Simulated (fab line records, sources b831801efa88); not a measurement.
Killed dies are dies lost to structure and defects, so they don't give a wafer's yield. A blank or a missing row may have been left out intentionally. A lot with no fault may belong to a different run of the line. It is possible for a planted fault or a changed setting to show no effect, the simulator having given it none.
Commonality check across tools -- flow gf180mcu -- 12 lots and 36 wafers in the sample

== THE REASON FOR OPENING IT ==
Of 12 lots, 2 have the reading M1_ALCU_RS flagged at GF_M1_RS_MEAS_05. No-fault wafers: 0.0696 ohm/sq, standard deviation 0.00077.
Rule: a lot is flagged in two cases, either no wafer of it has a number, or all its wafers with numbers fall more than 4 standard deviations from that mean. The other lots count as sound.

lot,measured,on,"M1_ALCU_RS (ohm/sq), wafer by wafer",flag
L253,day 16 07:05,filmMetro-03,0.0685 0.0691 0.0696,
L255,day 16 22:59,filmMetro-03,0.0685 0.0692 0.0691,
L258,day 18 07:34,filmMetro-02,0.0707 0.0691 0.0707,
L260,day 18 17:41,filmMetro-01,0.0694 0.0692 0.0687,
L261,day 18 23:35,filmMetro-02,0.0707 0.0713 0.0706,
L262,day 19 13:56,filmMetro-01,0.0693 0.0698 0.0694,
L263,day 20 05:55,filmMetro-01,0.0705 0.0709 0.0706,
L264,day 20 10:05,filmMetro-03,0.0694 0.0689 0.0685,
L266,day 21 01:26,filmMetro-03,0.0608 0.0606 0.0611,FLAGGED
L268,day 21 19:33,filmMetro-03,0.0609 0.0608 0.0612,FLAGGED
L275,day 23 20:01,filmMetro-03,0.0701 0.0690 0.0689,
L276,day 24 05:07,filmMetro-03,0.0698 0.0703 0.0691,
The numbers of the flagged lots are 0.0609 ohm/sq on average: -0.0087 ohm/sq against the usual, or -11 standard deviations.

== WHICH TOOL EACH LOT WENT THROUGH ==
2 process steps preceding the reading are held in the record, out of 602 steps in the route. Read each cell as the tool, then ch plus the chambers that the sampled wafers visited, then the start.
lot,flag,GF_CONTACT_ETCH_17,GF_M1_SPUTTER_02
L253,,"rieDiel-03 ch 2,3, day 16 06:23 or earlier","pvdSputter-02, day 16 06:58"
L255,,"rieDiel-03 ch 1,2,3, day 16 22:17 or earlier","pvdSputter-04, day 16 22:53"
L258,,"rieDiel-02 ch 1,2, day 18 06:41 or earlier","pvdSputter-02, day 18 07:27"
L260,,"rieDiel-02 ch 1,2, day 18 16:59 or earlier","pvdSputter-02, day 18 17:36"
L261,,"rieDiel-01 ch 0,2,3, day 18 22:53 or earlier","pvdSputter-04, day 18 23:29"
L262,,"rieDiel-03 ch 0,2,3, day 19 13:14 or earlier","pvdSputter-04, day 19 13:51"
L263,,"rieDiel-03 ch 0,3, day 20 05:10 or earlier","pvdSputter-02, day 20 05:49"
L264,,"rieDiel-03 ch 2,3, day 20 09:23 or earlier","pvdSputter-02, day 20 09:57"
L266,FLAGGED,"rieDiel-03 ch 0,3, day 21 00:44 or earlier","pvdSputter-04, day 21 01:19"
L268,FLAGGED,"rieDiel-01 ch 1,2, day 21 18:50 or earlier","pvdSputter-04, day 21 19:28"
L275,,"rieDiel-01 ch 0,2,3, day 23 19:19 or earlier","pvdSputter-02, day 23 19:55"
L276,,"rieDiel-03 ch 2,3, day 24 04:25 or earlier","pvdSputter-04, day 24 04:58"
What the steps here do:
- GF_CONTACT_ETCH_17: etches SiO2 in C4F8/O2/Ar, stops on CoSi2, target depth 860 nm.
- GF_M1_SPUTTER_02: material AlCu, target thk 450 nm, time 23.9 s.
- GF_M1_RS_MEAS_05: measures by four-point-probe.

== FLAGGED AGAINST TOTAL, ONE TOOL AT A TIME (gauges that did the reading follow at the end) ==
step,tool,lots run,flagged,share of the flagged lots,sound lots run after its first flagged lot
GF_CONTACT_ETCH_17,rieDiel-01,3,1,some,1 (L275)
GF_CONTACT_ETCH_17,rieDiel-02,2,0,none,-
GF_CONTACT_ETCH_17,rieDiel-03,7,1,some,1 (L276)
GF_M1_SPUTTER_02,pvdSputter-02,6,0,none,-
GF_M1_SPUTTER_02,pvdSputter-04,6,2,all,1 (L276)
GF_M1_RS_MEAS_05,filmMetro-01,3,0,none,-
GF_M1_RS_MEAS_05,filmMetro-02,2,0,none,-
GF_M1_RS_MEAS_05,filmMetro-03,7,2,all,"2 (L275,L276)"
With no start given for some of its lots, GF_CONTACT_ETCH_17 uses the hours and lot order of GF_CONTACT_RS_MEAS_25.

== WHAT IS ALLOWED BY THE TABLE ==
Every flagged lot went through 2 rows of the table: pvdSputter-04 at GF_M1_SPUTTER_02 and filmMetro-03 at GF_M1_RS_MEAS_05.
- pvdSputter-04 at GF_M1_SPUTTER_02 ran 6 lots, 2 of them flagged. Sound lots ran on it after the first flagged one (L276), which a lasting fault on the whole tool wouldn't allow. Its own readings lie more than 4 standard deviations out on every wafer of the flagged lots: cathodeDcPowerW.
- filmMetro-03 at GF_M1_RS_MEAS_05 ran 7 lots, 2 of them flagged. Sound lots ran on it after the first flagged one (L275, L276), which a lasting fault on the whole tool wouldn't allow.
Not one row of the table ran every flagged lot while running no sound lot after the first.

== WHAT THE SIMULATOR PUT IN ==
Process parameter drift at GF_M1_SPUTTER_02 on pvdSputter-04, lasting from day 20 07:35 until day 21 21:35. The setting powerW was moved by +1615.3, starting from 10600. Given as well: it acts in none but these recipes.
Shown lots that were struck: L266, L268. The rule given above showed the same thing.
